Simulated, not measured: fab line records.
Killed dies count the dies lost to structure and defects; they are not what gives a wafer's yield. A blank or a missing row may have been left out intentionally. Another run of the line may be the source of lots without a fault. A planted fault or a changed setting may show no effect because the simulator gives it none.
Comparing a struck lot with a sound one / flow gf180mcu / 23 out of 602 route steps
Sound: these wafers, L778.1, L778.3, L778.6. Struck: wafer L776.3 (left out: L776.2, L776.5 of the same lot, which were not struck); the cause appears at the end.
At each step with rows: each side's tool, then ch and its chambers, then its first start. Under that, the readings that differ: sound wafers / struck wafers / difference of the means / sigmas: that difference in standard deviations of wafers without a fault.
alike: same words and numbers on both sides, and readings whose means sit less than 2 such deviations apart. not compared: any withheld reading, any reading some wafer has no value for, any bound like >300 that may hide the same value, and any number with overlapping values for which the record gives no deviation.
Wherever a step has rows on one side only, a row that says differs or no value, or a row with sigmas, the two part there. Non-overlapping numbers with no deviation appear without sigmas and do not part them. Lack of a reading on every wafer of one side parts them only where that side has two or more wafers.

first, 2 steps without rows for these wafers: GF_HV_LDD_PEB_29; GF_HV_LDD_DEVELOP_30 (develop time 60 s).
GF_HV_LDD_CD_MEAS_31: target cd 400 nm.
  sound: cd_sem-02 at day 18 14:38; struck: cd_sem-01 at day 17 22:06
reading=cd_nm (nm); sound=404.7 401.8 402.7; struck=396.7; difference=-6.4; sigmas=-3
GF_HV_LDD_OVL_MEAS_32:
  sound: overlay-01 at day 18 14:45; struck: overlay-01 at day 17 22:12
  alike: HV_LDD_02_OVL
then, 4 steps without rows for these wafers: GF_HV_LDD_IMPLANT_33; GF_HV_LDD_IMPLANT_34; GF_HV_LDD_IMPLANT_35; GF_HV_LDD_IMPLANT_36.
GF_HV_LDD_STRIP_37: strips in O2/N2.
  sound on plasma_asher-03 ch 0,1, day 18 15:23; struck on plasma_asher-04 ch 0, day 17 22:50
  alike: drypump_motor_current_A, heater_power_w, oes_product_au, strip_time_to_endpoint_s
  not compared: rf_hours_counter_h
GF_HV_LDD_TW_MEAS_38:
  sound: film_metro-04 at day 18 15:29; struck: film_metro-03 at day 17 22:56
reading=HV_LDD_3_TW; sound=1464 1468 1457; struck=1419; difference=-44; sigmas=-2
then, 2 steps without rows for these wafers: GF_HV_LDD_DEHYDRATE_39 (time 60 s); GF_HV_LDD_HMDS_40 (prime time 60 s).
GF_HV_LDD_COAT_41: resist thk 1000 nm.
  sound on litho_track-03 ch 0, day 19 03:19; struck on litho_track-01 ch 0, day 18 10:34
reading=model.NOVOLAK_of_HV_LDD_COAT_41.thk_nm (nm); sound=1001 1001 999.9; struck=952.8; difference=-47.8; sigmas=
then, 3 steps without rows for these wafers: GF_HV_LDD_SOFTBAKE_42 (time 60 s); GF_HV_LDD_EXPOSE_43 (exposes mask Pplus HV AREA, target cd 400 nm); GF_HV_LDD_PEB_44.
GF_HV_LDD_DEVELOP_45: develop time 60 s.
  sound on litho_track-03 ch 0, day 19 14:55; struck on litho_track-02 ch 0, day 18 22:36
reading=model.NOVOLAK_of_HV_LDD_COAT_41.thk_nm (nm); sound=1001 1001 999.4; struck=952.4; difference=-48.1; sigmas=
GF_HV_LDD_CD_MEAS_46: target cd 400 nm.
  sound: cd_sem-01 at day 19 15:04; struck: cd_sem-01 at day 18 22:45
reading=cd_nm (nm); sound=397.1 396.2 396.5; struck=409.1; difference=+12.5; sigmas=+5
GF_HV_LDD_OVL_MEAS_47:
  sound: overlay-02 at day 19 15:11; struck: overlay-01 at day 18 22:51
  alike: HV_LDD_03_OVL
following that, these wafers have no rows for 1 step: GF_HV_LDD_IMPLANT_48.
GF_HV_LDD_STRIP_49: strips in O2/N2.
  sound on plasma_asher-04 ch 1, day 19 15:22; struck on plasma_asher-03 ch 0, day 18 23:02
reading=strip_time_to_endpoint_s (s); sound=12.649 12.641 12.633; struck=12.087; difference=-0.554; sigmas=-18
  alike: drypump_motor_current_A, heater_power_w, oes_product_au
  not compared: rf_hours_counter_h
GF_HV_LDD_TW_MEAS_50:
  sound: film_metro-04 at day 19 15:28; struck: film_metro-01 at day 18 23:08
reading=HV_LDD_4_TW; sound=581 577 577; struck=562; difference=-16; sigmas=-2
following that, these wafers have no rows for 1 step: GF_PASSIVATION_PROBE_99.

== WHERE THEY PART ==
First at GF_HV_LDD_CD_MEAS_31; last, within this record, at GF_HV_LDD_TW_MEAS_50.

WHY: whatever the simulator had introduced
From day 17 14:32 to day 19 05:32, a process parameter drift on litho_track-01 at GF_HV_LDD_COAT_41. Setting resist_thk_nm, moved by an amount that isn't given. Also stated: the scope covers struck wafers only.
